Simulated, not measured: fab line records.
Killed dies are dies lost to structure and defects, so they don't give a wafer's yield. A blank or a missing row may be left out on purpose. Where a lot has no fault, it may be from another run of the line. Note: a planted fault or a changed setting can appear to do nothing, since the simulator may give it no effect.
fab line records -- flow sky130
record: lots: 13, wafers: 39, lastDay: 50
route steps=708 shown FIELD_ISO@17 VT_ADJUST_LVTN@107 LDD_P@265 LDD_HVN@276 LOCAL_INTERCONNECT@387
lots untouched by any fault: they come from a run of this same line in which no faults occurred
startH: start of the lot's first displayed wafer, in hours after the record's first day -- waitH: how many hours have passed since the lot's step before this one -- " repeats the value in the row above -- L1.1+2: several wafers, shown together as one row -- - no value present, or no start provided -- * or withheld: withheld -- < > ~ a bound
route shown NAME@n: NAME is a module with steps in the file, n the number in the route of the first one -- usual: mean and standard deviation over wafers with no fault -- same: alike in all rows -- chamber/n: place in a boat -- sites: the reading at each site -- _std_site: standard deviation of those values -- _edge_site: mean of outer sites minus mean of inner sites -- radiusMm: how far each site lies from the wafer's centre -- mask NAME#n: copy n -- behind: the tool/chamber that last shaped the wafer -- hold: cause of the lot's hold/its duration in hours/its outcome -- device: whichever transistor did not switch (one of n, p or np) -- end of line: the same wafers' tests at the end of the route -- a step given without rows: its recipe and nothing more -- killed: dies that structure and defects cost at the first sort, which is not the same as the wafer's yield -- map: a wafer's dies, marking killed ones x, the rest . and places with no die _
set.NAME: the run value of the setting; set.NAME@STEP: its run value at that earlier step -- model.NAME: the simulator's own value behind a step, which no gauge read
steps of the route over a sample of lots; a table a step, a row a wafer
services: from which hour (startH, from the record's first day; less than 0 if before it) a tool's chamber was out of use, for how many hours, and why
== steps ==
step: SKY_FIELD_ISO_STRIP_16
recipe: chemistry: O2/N2, powerW: 1400, pressureMtorr: 1500, platenTempC: withheld, o2FlowSccm: 3000, n2FlowSccm: 300, overashFraction: 0.5
usual: drypumpMotorCurrentA: 5.5/0.46, n2FlowSccm: 300.0/0.96, oesProductAu: 0.378/0.0051, stripTimeToEndpointS: 3.55/0.044
lot.wafer,tool,chamber,startH,waitH,drypumpMotorCurrentA,n2FlowSccm,oesProductAu,rfHoursCounterH,stripTimeToEndpointS
L236.1,plasmaAsher-03,0,29.65,0.0,6.0,300.5,0.377,35,3.51
L236.3,plasmaAsher-03,0,29.65,0.0,6.0,301.0,0.378,-,3.49
L236.6,plasmaAsher-03,1,29.65,0.0,5.4,298.5,0.377,-,3.50
L239.2,plasmaAsher-02,0,44.95,0.0,5.8,300.9,0.378,21,3.56
L239.4,plasmaAsher-02,1,44.95,0.0,4.8,299.6,0.371,-,3.53
L239.6,plasmaAsher-02,0,44.95,0.0,5.8,298.9,0.382,-,3.54
L240.2,plasmaAsher-03,0,48.86,0.0,6.0,298.6,0.375,37,3.53
L240.4,plasmaAsher-03,0,48.86,0.0,6.0,299.6,0.379,-,3.58
L240.5,plasmaAsher-03,0,48.86,0.0,6.0,300.0,0.385,-,3.56
L241.2,plasmaAsher-02,1,55.64,0.0,4.8,299.2,0.379,22,3.49
L241.3,plasmaAsher-02,0,55.64,0.0,5.8,300.4,0.380,-,3.53
L241.6,plasmaAsher-02,1,55.64,0.0,4.8,300.2,0.379,-,3.54
L242.2,plasmaAsher-04,0,62.69,0.0,6.2,300.1,0.384,38,3.51
L242.5,plasmaAsher-04,0,62.69,0.0,6.2,298.6,0.379,-,3.56
L242.6,plasmaAsher-04,1,62.69,0.0,5.5,298.9,0.376,-,3.54
L243.2,plasmaAsher-02,1,65.66,0.0,4.8,298.7,0.379,23,3.55
L243.3,plasmaAsher-02,0,65.66,0.0,5.8,299.6,0.384,-,3.58
L243.6,plasmaAsher-02,0,65.66,0.0,5.8,299.3,0.382,-,3.53
L246.1,plasmaAsher-02,0,81.16,0.0,5.8,300.5,0.381,24,3.57
L246.2,plasmaAsher-02,1,81.16,0.0,4.8,300.4,0.386,24,3.59
L246.3,plasmaAsher-02,0,81.16,0.0,5.7,299.3,0.378,-,3.50
L252.3,plasmaAsher-03,1,112.65,0.1,5.4,300.0,0.378,-,3.50
L252.5,plasmaAsher-03,1,112.65,0.1,5.4,300.2,0.375,-,3.57
L252.6,plasmaAsher-03,0,112.65,0.1,6.0,300.2,0.373,-,3.57
L253.2,plasmaAsher-03,1,116.91,0.0,5.4,300.2,0.380,43,3.58
L253.3,plasmaAsher-03,0,116.91,0.0,6.0,299.8,0.378,-,3.55
L253.5,plasmaAsher-03,1,116.91,0.0,5.4,302.1,0.384,-,3.51
L254.2,plasmaAsher-02,0,122.39,0.0,5.8,301.1,0.372,29,3.54
L254.3,plasmaAsher-02,0,122.39,0.0,5.8,299.8,0.374,-,3.55
L254.6,plasmaAsher-02,1,122.39,0.0,4.8,300.3,0.376,-,3.56
L255.2,plasmaAsher-02,1,126.11,0.0,4.8,298.9,0.382,29,3.63
L255.5,plasmaAsher-02,0,126.11,0.0,5.8,299.5,0.381,-,3.65
L255.6,plasmaAsher-02,1,126.11,0.0,4.8,299.9,0.381,-,3.53
L256.1,plasmaAsher-03,1,136.09,0.0,5.4,300.5,0.383,46,3.54
L256.4,plasmaAsher-03,0,136.09,0.0,6.0,301.1,0.374,-,3.56
L256.5,plasmaAsher-03,1,136.09,0.0,5.4,300.2,0.380,-,3.53
L258.1,plasmaAsher-02,1,148.94,0.0,4.8,300.3,0.373,31,3.59
L258.5,plasmaAsher-02,0,148.94,0.0,5.8,300.9,0.371,-,3.47
L258.6,plasmaAsher-02,1,148.94,0.0,4.8,300.7,0.385,-,3.55
step: SKY_VT_ADJUST_LVTN_TW_MEAS_10
usual: VT_ADJUST_LVTN_TW: 241.9/2.9
lot.wafer,tool,chamber,startH,waitH,VT_ADJUST_LVTN_TW
L236.1,filmMetro-01,-,138.51,0.1,239.1
L236.3,filmMetro-01,-,138.51,0.1,238.8
L236.6,filmMetro-01,-,138.51,0.1,239.9
L239.2,filmMetro-02,-,158.84,0.1,245.7
L239.4,filmMetro-02,-,158.84,0.1,246.9
L239.6,filmMetro-02,-,158.84,0.1,245.8
L240.2,filmMetro-01,-,163.80,0.1,238.6
L240.4,filmMetro-01,-,163.80,0.1,240.1
L240.5,filmMetro-01,-,163.80,0.1,240.4
L241.2,filmMetro-02,-,174.22,0.1,244.3
L241.3,filmMetro-02,-,174.22,0.1,243.5
L241.6,filmMetro-02,-,174.22,0.1,243.5
L242.2,filmMetro-01,-,181.39,0.1,237.2
L242.5,filmMetro-01,-,181.39,0.1,238.0
L242.6,filmMetro-01,-,181.39,0.1,238.9
L243.2,filmMetro-04,-,188.52,0.1,242.1
L243.3,filmMetro-04,-,188.52,0.1,242.0
L243.6,filmMetro-04,-,188.52,0.1,241.5
L246.1,filmMetro-04,-,206.78,0.1,241.3
L246.2,filmMetro-04,-,206.78,0.1,239.9
L246.3,filmMetro-04,-,206.78,0.1,241.8
L252.3,filmMetro-04,-,254.90,0.1,240.7
L252.5,filmMetro-04,-,254.90,0.1,240.6
L252.6,filmMetro-04,-,254.90,0.1,239.7
L253.2,filmMetro-01,-,261.62,0.1,238.6
L253.3,filmMetro-01,-,261.62,0.1,239.9
L253.5,filmMetro-01,-,261.62,0.1,238.1
L254.2,filmMetro-01,-,268.92,0.1,239.1
L254.3,filmMetro-01,-,268.92,0.1,240.5
L254.6,filmMetro-01,-,268.92,0.1,238.2
L255.2,filmMetro-02,-,273.27,0.1,244.4
L255.5,filmMetro-02,-,273.27,0.1,243.8
L255.6,filmMetro-02,-,273.27,0.1,245.3
L256.1,filmMetro-02,-,277.68,0.1,244.9
L256.4,filmMetro-02,-,277.68,0.1,245.0
L256.5,filmMetro-02,-,277.68,0.1,243.8
L258.1,filmMetro-04,-,293.21,0.1,240.7
L258.5,filmMetro-04,-,293.21,0.1,240.4
L258.6,filmMetro-04,-,293.21,0.1,241.9
step: SKY_LDD_P_STRIP_10
recipe: chemistry: O2/N2, powerW: 1400, pressureMtorr: 1500, platenTempC: withheld, o2FlowSccm: 3000, n2FlowSccm: 300, overashFraction: 0.5
usual: drypumpMotorCurrentA: 5.8/0.3, n2FlowSccm: 300.1/0.96, oesProductAu: 0.716/0.0048, stripTimeToEndpointS: 14.18/0.031
lot.wafer,tool,chamber,startH,waitH,drypumpMotorCurrentA,n2FlowSccm,oesProductAu,rfHoursCounterH,stripTimeToEndpointS
L236.1,plasmaAsher-01,0,426.70,0.1,6.1,300.4,0.721,30,14.17
L236.3,plasmaAsher-01,1,426.70,0.1,5.6,299.8,0.709,-,14.16
L236.6,plasmaAsher-01,1,426.70,0.1,5.5,300.4,0.719,-,14.13
L239.2,plasmaAsher-04,1,460.96,0.1,5.5,299.3,0.731,3,14.17
L239.4,plasmaAsher-04,1,460.96,0.1,5.5,299.7,0.710,-,14.20
L239.6,plasmaAsher-04,1,460.96,0.1,5.5,298.6,0.717,-,14.19
L240.2,plasmaAsher-04,1,464.00,0.1,5.5,299.5,0.719,3,14.18
L240.4,plasmaAsher-04,0,464.00,0.1,6.2,300.8,0.716,-,14.21
L240.5,plasmaAsher-04,0,464.00,0.1,6.2,299.7,0.714,-,14.17
L241.2,plasmaAsher-03,1,478.35,0.1,5.5,299.7,0.720,77,14.13
L241.3,plasmaAsher-03,0,478.35,0.1,6.0,301.4,0.709,-,14.17
L241.6,plasmaAsher-03,1,478.35,0.1,5.4,299.8,0.713,-,14.20
L242.2,plasmaAsher-04,0,492.65,0.1,6.1,302.0,0.715,6,14.18
L242.5,plasmaAsher-04,0,492.65,0.1,6.2,301.2,0.712,-,14.20
L242.6,plasmaAsher-04,1,492.65,0.1,5.5,301.4,0.711,-,14.18
L243.2,plasmaAsher-01,0,497.45,0.1,6.1,299.2,0.711,37,14.17
L243.3,plasmaAsher-01,0,497.45,0.1,6.1,299.9,0.712,-,14.13
L243.6,plasmaAsher-01,1,497.45,0.1,5.6,299.8,0.723,-,14.13
L246.1,plasmaAsher-01,0,522.80,0.1,6.1,301.3,0.950,40,-
L246.2,plasmaAsher-01,1,522.80,0.1,5.6,300.6,0.946,40,-
L246.3,plasmaAsher-01,1,522.80,0.1,5.6,299.3,0.948,-,-
L252.3,plasmaAsher-04,1,586.38,0.1,5.5,300.0,0.715,-,14.17
L252.5,plasmaAsher-04,1,586.38,0.1,5.5,298.8,0.716,-,14.20
L252.6,plasmaAsher-04,0,586.38,0.1,6.2,297.9,0.713,-,14.19
L253.2,plasmaAsher-03,1,599.00,0.1,5.4,300.6,0.711,89,14.23
L253.3,plasmaAsher-03,0,599.00,0.1,6.0,299.0,0.714,-,14.18
L253.5,plasmaAsher-03,1,599.00,0.1,5.4,301.6,0.714,-,14.22
L254.2,plasmaAsher-01,0,602.28,0.1,6.1,298.3,0.712,49,14.18
L254.3,plasmaAsher-01,1,602.28,0.1,5.6,301.2,0.711,-,14.17
L254.6,plasmaAsher-01,1,602.28,0.1,5.6,299.8,0.715,-,14.18
L255.2,plasmaAsher-01,0,609.55,0.1,6.2,299.0,0.722,49,14.20
L255.5,plasmaAsher-01,1,609.55,0.1,5.6,299.7,0.720,-,14.19
L255.6,plasmaAsher-01,0,609.55,0.1,6.1,299.7,0.722,-,14.19
L256.1,plasmaAsher-03,0,612.20,0.1,6.0,301.0,0.718,90,14.19
L256.4,plasmaAsher-03,0,612.20,0.1,6.0,302.9,0.713,-,14.20
L256.5,plasmaAsher-03,1,612.20,0.1,5.4,300.0,0.725,-,14.21
L258.1,plasmaAsher-01,0,632.08,0.1,6.1,299.7,0.711,51,14.23
L258.5,plasmaAsher-01,0,632.08,0.1,6.1,299.3,0.715,-,14.23
L258.6,plasmaAsher-01,1,632.08,0.1,5.5,300.5,0.722,-,14.21
step: SKY_LDD_HVN_STRIP_09
recipe: chemistry: O2/N2, powerW: 1400, pressureMtorr: 1500, platenTempC: withheld, o2FlowSccm: 3000, n2FlowSccm: 300, overashFraction: 0.5
usual: drypumpMotorCurrentA: 5.6/0.43, n2FlowSccm: 300.0/0.91, oesProductAu: 0.408/0.0045, stripTimeToEndpointS: 4.133/0.014
lot.wafer,tool,chamber,startH,waitH,drypumpMotorCurrentA,n2FlowSccm,oesProductAu,rfHoursCounterH,stripTimeToEndpointS
L236.1,plasmaAsher-02,1,458.86,0.1,4.8,300.1,0.401,61,4.131
L236.3,plasmaAsher-02,0,458.86,0.1,5.8,298.8,0.411,-,4.121
L236.6,plasmaAsher-02,0,458.86,0.1,5.8,300.6,0.402,-,4.124
L239.2,plasmaAsher-01,1,491.61,0.1,5.5,299.7,0.409,37,4.138
L239.4,plasmaAsher-01,1,491.61,0.1,5.5,299.9,0.412,-,4.148
L239.6,plasmaAsher-01,1,491.61,0.1,5.6,299.4,0.408,-,4.147
L240.2,plasmaAsher-01,0,495.16,0.1,6.1,299.8,0.401,37,4.128
L240.4,plasmaAsher-01,0,495.16,0.1,6.1,299.7,0.408,-,4.141
L240.5,plasmaAsher-01,0,495.16,0.1,6.1,299.5,0.410,-,4.138
L241.2,plasmaAsher-03,0,508.73,0.1,6.0,301.3,0.404,80,4.146
L241.3,plasmaAsher-03,0,508.73,0.1,6.0,300.2,0.414,-,4.147
L241.6,plasmaAsher-03,1,508.73,0.1,5.4,299.9,0.403,-,4.125
L242.2,plasmaAsher-01,1,523.06,0.1,5.6,300.4,0.410,40,4.119
L242.5,plasmaAsher-01,1,523.06,0.1,5.6,299.9,0.405,-,4.132
L242.6,plasmaAsher-01,0,523.06,0.1,6.1,300.8,0.415,-,4.143
L243.2,plasmaAsher-02,1,527.78,0.1,4.8,299.4,0.416,69,4.148
L243.3,plasmaAsher-02,1,527.78,0.1,4.8,299.5,0.405,-,4.115
L243.6,plasmaAsher-02,1,527.78,0.1,4.8,299.3,0.418,-,4.143
L246.1,plasmaAsher-03,1,553.18,0.1,5.4,299.5,0.563,85,8.039
L246.2,plasmaAsher-03,0,553.18,0.1,6.0,300.8,0.561,85,8.066
L246.3,plasmaAsher-03,0,553.18,0.1,6.0,299.3,0.566,-,8.037
L252.3,plasmaAsher-02,1,615.59,0.1,4.8,298.8,0.408,-,4.140
L252.5,plasmaAsher-02,0,615.59,0.1,5.8,300.9,0.407,-,4.144
L252.6,plasmaAsher-02,1,615.59,0.1,4.8,298.4,0.409,-,4.143
L253.2,plasmaAsher-01,0,627.66,0.1,6.1,301.4,0.406,51,4.126
L253.3,plasmaAsher-01,0,627.66,0.1,6.1,301.6,0.410,-,4.123
L253.5,plasmaAsher-01,1,627.66,0.1,5.6,300.5,0.420,-,4.101
L254.2,plasmaAsher-03,1,631.51,0.1,5.4,298.2,0.411,92,4.129
L254.3,plasmaAsher-03,1,631.51,0.1,5.4,299.7,0.413,-,4.136
L254.6,plasmaAsher-03,0,631.51,0.1,6.0,301.1,0.406,-,4.122
L255.2,plasmaAsher-03,1,638.01,0.1,5.4,299.5,0.406,93,4.142
L255.5,plasmaAsher-03,1,638.01,0.1,5.4,299.2,0.405,-,4.132
L255.6,plasmaAsher-03,0,638.01,0.1,6.0,300.4,0.412,-,4.137
L256.1,plasmaAsher-03,0,641.11,0.1,6.0,299.6,0.409,93,4.130
L256.4,plasmaAsher-03,0,641.11,0.1,6.0,300.6,0.412,-,4.126
L256.5,plasmaAsher-03,1,641.11,0.1,5.4,300.3,0.410,-,4.153
L258.1,plasmaAsher-01,0,660.73,0.1,6.1,299.4,0.407,54,4.110
L258.5,plasmaAsher-01,0,660.73,0.1,6.1,299.1,0.410,-,4.100
L258.6,plasmaAsher-01,1,660.73,0.1,5.5,300.0,0.414,-,4.141
step: SKY_LDD_HVN_TW_MEAS_10
usual: LDD_HVN_TW: 1434/10
lot.wafer,tool,chamber,startH,waitH,LDD_HVN_TW
L236.1,filmMetro-03,-,458.96,0.1,1438
L236.3,filmMetro-03,-,458.96,0.1,1436
L236.6,filmMetro-03,-,458.96,0.1,1431
L239.2,filmMetro-03,-,491.72,0.1,1432
L239.4,filmMetro-03,-,491.72,0.1,1435
L239.6,filmMetro-03,-,491.72,0.1,1428
L240.2,filmMetro-03,-,495.27,0.1,1440
L240.4,filmMetro-03,-,495.27,0.1,1432
L240.5,filmMetro-03,-,495.27,0.1,1433
L241.2,filmMetro-01,-,508.84,0.1,1419
L241.3,filmMetro-01,-,508.84,0.1,1420
L241.6,filmMetro-01,-,508.84,0.1,1421
L242.2,filmMetro-01,-,523.17,0.1,1433
L242.5,filmMetro-01,-,523.17,0.1,1416
L242.6,filmMetro-01,-,523.17,0.1,1428
L243.2,filmMetro-02,-,527.89,0.1,1442
L243.3,filmMetro-02,-,527.89,0.1,1448
L243.6,filmMetro-02,-,527.89,0.1,1446
L246.1,filmMetro-03,-,553.28,0.1,41
L246.2,filmMetro-03,-,553.28,0.1,41
L246.3,filmMetro-03,-,553.28,0.1,41
L252.3,filmMetro-01,-,615.68,0.1,1423
L252.5,filmMetro-01,-,615.68,0.1,1430
L252.6,filmMetro-01,-,615.68,0.1,1424
L253.2,filmMetro-01,-,627.77,0.1,1432
L253.3,filmMetro-01,-,627.77,0.1,1432
L253.5,filmMetro-01,-,627.77,0.1,1425
L254.2,filmMetro-03,-,631.62,0.1,1428
L254.3,filmMetro-03,-,631.62,0.1,1432
L254.6,filmMetro-03,-,631.62,0.1,1435
L255.2,filmMetro-03,-,638.12,0.1,1436
L255.5,filmMetro-03,-,638.12,0.1,1445
L255.6,filmMetro-03,-,638.12,0.1,1435
L256.1,filmMetro-02,-,641.21,0.1,1450
L256.4,filmMetro-02,-,641.21,0.1,1454
L256.5,filmMetro-02,-,641.21,0.1,1460
L258.1,filmMetro-01,-,660.83,0.1,1419
L258.5,filmMetro-01,-,660.83,0.1,1417
L258.6,filmMetro-01,-,660.83,0.1,1422
step: SKY_LOCAL_INTERCONNECT_SPUTTER_00
recipe: material: TiN, targetThkNm: 100, tempC: 300, powerW: 6500, timeS: 83.3, chamberPressurePa: 0.4
usual: substrateTempC: 300.00/0.2, throttleValvePct: 30.6/1.4
lot.wafer,tool,chamber,startH,waitH,substrateTempC,throttleValvePct
L236.1,pvdSputter-01,-,672.26,0.1,300.11,29.5
L236.3,pvdSputter-01,-,672.26,0.1,300.01,31.1
L236.6,pvdSputter-01,-,672.26,0.1,299.84,30.9
L239.2,pvdSputter-02,-,703.43,0.3,300.03,30.9
L239.4,pvdSputter-02,-,703.43,0.3,299.82,30.4
L239.6,pvdSputter-02,-,703.43,0.3,299.72,29.6
L240.2,pvdSputter-03,-,705.38,0.1,299.75,31.7
L240.4,pvdSputter-03,-,705.38,0.1,299.81,30.9
L240.5,pvdSputter-03,-,705.38,0.1,300.05,31.9
L241.2,pvdSputter-02,-,719.24,0.1,299.99,30.0
L241.3,pvdSputter-02,-,719.24,0.1,299.79,33.5
L241.6,pvdSputter-02,-,719.24,0.1,299.82,30.1
L242.2,pvdSputter-02,-,731.89,0.2,299.60,30.9
L242.5,pvdSputter-02,-,731.89,0.2,300.15,33.5
L242.6,pvdSputter-02,-,731.89,0.2,299.99,30.1
L243.2,pvdSputter-03,-,735.66,0.2,299.94,29.2
L243.3,pvdSputter-03,-,735.66,0.2,300.21,28.2
L243.6,pvdSputter-03,-,735.66,0.2,299.73,29.0
L246.1,pvdSputter-01,-,759.54,0.1,299.77,31.0
L246.2,pvdSputter-01,-,759.54,0.1,299.99,29.6
L246.3,pvdSputter-01,-,759.54,0.1,300.52,31.3
L252.3,pvdSputter-01,-,813.52,0.1,300.02,31.4
L252.5,pvdSputter-01,-,813.52,0.1,300.24,30.9
L252.6,pvdSputter-01,-,813.52,0.1,299.70,29.6
L253.2,pvdSputter-02,-,827.23,0.2,300.07,30.4
L253.3,pvdSputter-02,-,827.23,0.2,300.30,33.7
L253.5,pvdSputter-02,-,827.23,0.2,300.37,33.4
L254.2,pvdSputter-03,-,828.83,0.1,299.88,31.7
L254.3,pvdSputter-03,-,828.83,0.1,300.30,28.6
L254.6,pvdSputter-03,-,828.83,0.1,299.83,31.7
L255.2,pvdSputter-03,-,834.06,0.2,300.03,28.2
L255.5,pvdSputter-03,-,834.06,0.2,300.38,28.6
L255.6,pvdSputter-03,-,834.06,0.2,300.24,31.8
L256.1,pvdSputter-02,-,837.78,0.1,300.09,30.6
L256.4,pvdSputter-02,-,837.78,0.1,300.01,30.9
L256.5,pvdSputter-02,-,837.78,0.1,299.79,33.7
L258.1,pvdSputter-02,-,855.22,0.1,299.93,30.4
L258.5,pvdSputter-02,-,855.22,0.1,300.01,33.2
L258.6,pvdSputter-02,-,855.22,0.1,300.39,30.0
== services ==
tool,chamber,startH,hours,kind
plasmaAsher-01,-,108.75,9.0,pm
plasmaAsher-01,-,127.13,7.5,pm
plasmaAsher-02,-,170.31,2.8,pm
plasmaAsher-02,-,226.23,2.9,repair
plasmaAsher-03,-,236.25,8.5,repair
plasmaAsher-04,-,259.42,1.2,repair
pvdSputter-02,-,272.21,1.6,repair
plasmaAsher-03,-,302.50,11.8,repair
plasmaAsher-02,-,339.43,4.0,repair
plasmaAsher-04,-,383.22,0.9,repair
pvdSputter-02,-,417.94,0.8,repair
plasmaAsher-04,-,421.25,9.0,pm
pvdSputter-02,-,482.28,7.9,repair
plasmaAsher-01,-,495.33,0.6,repair
plasmaAsher-03,-,496.51,2.9,repair
plasmaAsher-02,-,600.78,2.1,repair
plasmaAsher-03,-,667.47,14.6,pm
plasmaAsher-01,-,704.31,2.8,pm
plasmaAsher-03,-,733.75,9.0,pm
plasmaAsher-02,-,784.55,1.7,repair
pvdSputter-02,-,802.46,1.1,repair
pvdSputter-02,-,803.03,1.2,repair
plasmaAsher-03,-,804.25,0.6,repair
pvdSputter-02,-,811.89,4.4,repair
== key ==
firstSign: step: SKY_LDD_P_STRIP_10, reading: oesProductAu, direction: up, sigmas: 49, usual: 0.716, struck: 0.948
effect: step: SKY_LDD_HVN_STRIP_09, reading: stripTimeToEndpointS, direction: up, sigmas: 99+, usual: *, struck: *
effect: step: SKY_LDD_HVN_TW_MEAS_10, reading: LDD_HVN_TW, direction: down, sigmas: 99+, usual: 1434, struck: 41
metAt SKY_LDD_P_STRIP_10
struckLots L246
sortLeftOut L246.1,L246.2,L246.3
testerLeftOut L246
notActingAt SKY_FIELD_ISO_STRIP_16,SKY_VT_ADJUST_LVTN_TW_MEAS_10,SKY_LOCAL_INTERCONNECT_SPUTTER_00
onsetBetween 497.45 522.80
fault: kind: stripAborted, tool: plasmaAsher-01, chamber: -, onsetH: 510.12, steps: SKY_LDD_P_STRIP_10, offset: 0.5046, endH: 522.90
testerLeftOut: of these lots the tester's yield and bins aren't shown, on N5 and GAA mostly nor the transistor test; their killed dies are dies lost to structure and defects alone, not to doping, threshold or leakage, so they don't give the yield
sortLeftOut: the simulated sort isn't trusted on such a fault, so these wafers' sort isn't shown, and their yield isn't known
